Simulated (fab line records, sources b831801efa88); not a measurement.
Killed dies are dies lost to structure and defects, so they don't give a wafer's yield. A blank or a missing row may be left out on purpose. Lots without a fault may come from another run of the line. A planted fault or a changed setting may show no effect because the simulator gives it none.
Tool commonality check | flow gf180mcu | 12 lots, 36 wafers sampled

WHY IT WAS OPENED
At GF_V2_RS_MEAS_24 the reading V2_W_RS is flagged on 2 of 12 lots. Wafers without a fault read 0.327 ohm/sq, standard deviation 0.003.
Rule: a lot is flagged when every wafer of it that has a number lies more than 4 standard deviations from that mean, or none has a number. The other lots count as sound.

lot  | measured     | on            | V2_W_RS (ohm/sq), wafer by wafer | flag
L961 | day 21 04:25 | film_metro-03 | 0.328 0.325 0.329                |
L962 | day 21 08:08 | film_metro-01 | 0.325 0.332 0.329                |
L963 | day 21 19:22 | film_metro-04 | 0.330 0.330 0.323                |
L966 | day 22 17:40 | film_metro-03 | 0.327 0.325 0.327                |
L967 | day 22 22:36 | film_metro-03 | 0.327 0.327 0.323                |
L968 | day 23 13:50 | film_metro-01 | 0.325 0.323 0.325                |
L970 | day 24 00:43 | film_metro-03 | 0.329 0.329 0.328                |
L972 | day 24 16:37 | film_metro-01 | 0.323 0.326 0.326                |
L974 | day 25 11:17 | film_metro-03 | 0.322 0.324 0.322                |
L976 | day 25 22:13 | film_metro-04 | 0.365 0.359 0.362                | FLAGGED
L979 | day 27 00:01 | film_metro-01 | 0.357 0.357 0.364                | FLAGGED
L983 | day 28 01:07 | film_metro-01 | 0.334 0.329 0.331                |
The numbers of the flagged lots are 0.361 ohm/sq on average: +0.034 ohm/sq against the usual, or +11 standard deviations.

WHICH TOOL RAN EACH LOT
The record holds 3 process steps before the reading, out of a route of 602 steps. In each cell: the tool, then ch and the chambers that the sampled wafers went through, then the start.
lot  | flag    | GF_V2_CMP_04                  | GF_V2_SPUTTER_22             | GF_V2_CVD_23
L961 |         | cmp-02 ch 1,2,3, day 20 03:09 | pvd_sputter-03, day 21 04:16 | cvd_w-02 ch 0,1, day 21 04:17
L962 |         | cmp-01 ch 0,3, day 20 06:23   | pvd_sputter-03, day 21 07:59 | cvd_w-02 ch 0,1, day 21 08:02
L963 |         | cmp-02 ch 0,2,3, day 20 18:10 | pvd_sputter-02, day 21 19:11 | cvd_w-02 ch 0,1, day 21 19:14
L966 |         | cmp-01 ch 1,3, day 21 16:46   | pvd_sputter-03, day 22 17:29 | cvd_w-02 ch 0,1, day 22 17:34
L967 |         | cmp-02 ch 0,1,2, day 21 22:30 | pvd_sputter-04, day 22 22:24 | cvd_w-01 ch 0,1, day 22 22:29
L968 |         | cmp-02 ch 0,1,2, day 22 12:57 | pvd_sputter-03, day 23 13:38 | cvd_w-02 ch 0,1, day 23 13:43
L970 |         | cmp-02 ch 0,1,2, day 23 00:58 | pvd_sputter-04, day 24 00:34 | cvd_w-02 ch 0,1, day 24 00:36
L972 |         | cmp-02 ch 1,2,3, day 23 17:03 | pvd_sputter-03, day 24 16:28 | cvd_w-01 ch 0,1, day 24 16:31
L974 |         | cmp-02 ch 0,1,3, day 24 11:19 | pvd_sputter-03, day 25 11:06 | cvd_w-01 ch 0,1, day 25 11:10
L976 | FLAGGED | cmp-02 ch 0,1,3, day 25 00:04 | pvd_sputter-03, day 25 22:04 | cvd_w-02 ch 0,1, day 25 22:06
L979 | FLAGGED | cmp-02 ch 1,2,3, day 26 02:01 | pvd_sputter-03, day 26 23:50 | cvd_w-02 ch 0,1, day 26 23:53
L983 |         | cmp-02 ch 1,2,3, day 27 03:38 | pvd_sputter-02, day 28 00:58 | cvd_w-01 ch 0,1, day 28 01:01
What these steps do:
- GF_V2_CMP_04: polishes SiO2.
- GF_V2_SPUTTER_22: material TiN, target thk 10 nm, time 40 s.
- GF_V2_CVD_23: deposits W, target thk 350 nm, time 104.94 s.
- GF_V2_RS_MEAS_24: measures by four-point-probe.

FLAGGED OVER TOTAL, TOOL BY TOOL (the gauges that took the reading come last)
step             | tool           | lots run | flagged | share of the flagged lots | sound lots run after its first flagged lot
GF_V2_CMP_04     | cmp-01         | 2        | 0       | none                      | -
GF_V2_CMP_04     | cmp-02         | 10       | 2       | all                       | 1 (L983)
GF_V2_SPUTTER_22 | pvd_sputter-02 | 2        | 0       | none                      | -
GF_V2_SPUTTER_22 | pvd_sputter-03 | 8        | 2       | all                       | 0
GF_V2_SPUTTER_22 | pvd_sputter-04 | 2        | 0       | none                      | -
GF_V2_CVD_23     | cvd_w-01       | 4        | 0       | none                      | -
GF_V2_CVD_23     | cvd_w-02       | 8        | 2       | all                       | 0
GF_V2_RS_MEAS_24 | film_metro-01  | 5        | 1       | some                      | 1 (L983)
GF_V2_RS_MEAS_24 | film_metro-03  | 5        | 0       | none                      | -
GF_V2_RS_MEAS_24 | film_metro-04  | 2        | 1       | some                      | 0

WHAT THE TABLE ALLOWS
3 rows of the table ran every flagged lot: cmp-02 at GF_V2_CMP_04, pvd_sputter-03 at GF_V2_SPUTTER_22, cvd_w-02 at GF_V2_CVD_23.
- cmp-02 at GF_V2_CMP_04: 2 of its 10 lots flagged. Sound lots ran on it after the first flagged one (L983), which a lasting fault on the whole tool wouldn't allow.
- pvd_sputter-03 at GF_V2_SPUTTER_22: 2 of its 8 lots flagged. Its last sound lot is L974 (day 25 11:06), its first flagged lot L976 (day 25 22:04): a fault that began between those two fits.
- cvd_w-02 at GF_V2_CVD_23: 2 of its 8 lots flagged. Its last sound lot is L970 (day 24 00:36), its first flagged lot L976 (day 25 22:06): a fault that began between those two fits.
Counting lots can't tell these 2 tools apart, because each fits a fault that began at some hour. More lots, or a look at what each step does to the wafer, might.

WHAT THE SIMULATOR HAD PUT IN
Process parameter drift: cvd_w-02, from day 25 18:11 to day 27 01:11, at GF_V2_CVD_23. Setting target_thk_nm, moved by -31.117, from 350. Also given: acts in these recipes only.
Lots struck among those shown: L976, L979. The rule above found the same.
